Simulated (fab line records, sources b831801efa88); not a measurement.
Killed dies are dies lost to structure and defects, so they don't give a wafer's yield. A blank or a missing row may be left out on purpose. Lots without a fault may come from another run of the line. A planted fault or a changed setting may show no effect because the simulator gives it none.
Chamber matching | flow sky130 | SKY_VIA2_ETCH_14 on rie_diel-01: 4 sister chambers
The step etches BARC in N2/H2, stops on SiO2, time 45.9 s, target depth 60 nm. 4 wafers are shown with their chamber, then 7 later ones without.

WAFERS WITH THEIR CHAMBER
wafer  | chamber | drypump_motor_current_A (A)
L565.3 | 3       | 6.0
L571.6 | 1       | 5.2
L574.1 | 0       | 5.2
L574.3 | 2       | 5.1

WAFERS WITHOUT THEIR CHAMBER
wafer  | drypump_motor_current_A (A)
L574.5 | 5.3
L579.2 | 6.0
L579.5 | 5.3
L579.6 | 5.2
L580.1 | 5.1
L580.3 | 5.2
L580.5 | 6.0

WHICH CHAMBER EACH WENT THROUGH
wafer  | from the rows above          | in truth
L574.5 | can't be placed: 0 or 1 or 2 | 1
L579.2 | 3                            | 3
L579.5 | can't be placed: 0 or 1 or 2 | 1
L579.6 | can't be placed: 0 or 1 or 2 | 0
L580.1 | can't be placed: 2 or 0 or 1 | 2
L580.3 | can't be placed: 0 or 1 or 2 | 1
L580.5 | 3                            | 3
Placed correctly: 2 of 7. Can't be placed from these rows: 5 (the true chamber is among the candidates in 5). Placed wrongly: 0.
How it was worked out, from the rows above alone: a wafer's distance from a chamber is the root of the sum, over the readings, of the square of ((its reading less the chamber's mean) divided by the reading's scatter). The wafer belongs to the nearest chamber; if the next one is less than 2 further off, it can't be placed. A chamber's mean is the mean of its shown wafers. The scatter: with one shown wafer a chamber, the root of the mean of the squares of how far each hidden wafer lies from its nearest shown one.
